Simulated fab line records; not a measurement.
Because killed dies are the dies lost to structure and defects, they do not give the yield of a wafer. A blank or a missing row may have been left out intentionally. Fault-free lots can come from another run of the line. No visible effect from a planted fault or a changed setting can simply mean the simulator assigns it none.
Code-filled problem report in 8D (eight disciplines) form    flow gf180mcu    the parts of the form that need people (team, actions taken, sign-off) are left out

1. THE PROBLEM
Mean STI_OXIDATION_02_THK at GF_STI_THK_MEAS_30: 7.40 nm over 9 wafers in 3 lots; fault-free wafers: 10.09 nm, standard deviation 0.15. That is -18 standard deviations from the usual mean.
Seen first at day 3 07:29 on film metro-03, wafer L146.1. The record holds 42 wafers of 14 lots with a number at this step. The rule behind "out" and "out of limits": a value lying over 4 standard deviations away from the usual mean. The other wafers with a number count as sound.

2. WHAT IT IS, WHAT IT ISN'T
question                     is                            is not
which readings at this step  STI_OXIDATION_02_THK          -
which lots                   L146, L147, L148              L141, L142, L143, L156, L157, L158, L159, L160, L161, L162, L163
which wafers of those lots   all that have a number        -
read on which gauges         film metro-03, film metro-04  film metro-02
when                         from day 3 07:29              up to then (9 sound wafers); but 24 sound wafers of L156, L157, L158, L159, L160, L161, L162, L163 came after

3. SUSPECTS, AND WHAT RULES EACH OUT
Counting: a tool stays on the suspect list if, at a process step up to the reading, it processed all lots that are out and no sound lot following the first of them.
- the gauge at GF_STI_THK_MEAS_30 is ruled out. 2 gauges (film metro-03, film metro-04) read the wafers that are out.
- furnace-01 at GF_STI_OXIDATION_29 (stabilise 600 s, purge 300 s, target thk 10 nm): ruled out as a lasting fault. The sound lots L158, L159, L160, L161, L162, L163 went through it after L146, its earliest lot that is out (day 3 06:05).
Left after counting: nothing in the record.

4. THE CAUSE (what the simulator had put in)
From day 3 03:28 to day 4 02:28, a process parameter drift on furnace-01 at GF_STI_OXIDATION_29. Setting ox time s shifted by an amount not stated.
Counting ruled it out, wrongly: the rule takes a fault to strike every lot that its tool runs from its start on, and this one did not.

5. THE CHAIN OF EFFECTS, in route order
Each row: a reading whose mean over the struck wafers that have a number lies more than 3 standard deviations from the usual. Only readings for which the record gives a usual standard deviation are gone through. hours: the time from each lot's start at the first step in this table that gives one to its start at this step, as a median over the lots. sigmas: the change in usual standard deviations.
hours  step                reading               usual     on struck wafers  change  sigmas
0      GF_STI_THK_MEAS_30  STI_OXIDATION_02_THK  10.09 nm  7.40              -2.69   -18
Later measuring or inspecting steps at which every struck wafer that the step has a row for has a number for every such reading, and none has moved that far: GF_VT_IMPLANT_OVL_MEAS_40, GF_VT_IMPLANT_RS_MEAS_47.

6. WHAT WOULD HAVE CAUGHT IT SOONER
Counted from the fault's start at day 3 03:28, it took 4 hours until the first out-of-limits reading at a measuring or inspecting step in this record, taken at day 3 07:29.
Of the tool readings at GF_STI_OXIDATION_29 for which the record gives a usual standard deviation, none was out on any struck wafer, so an alarm limit of 4 standard deviations on them would not have fired.
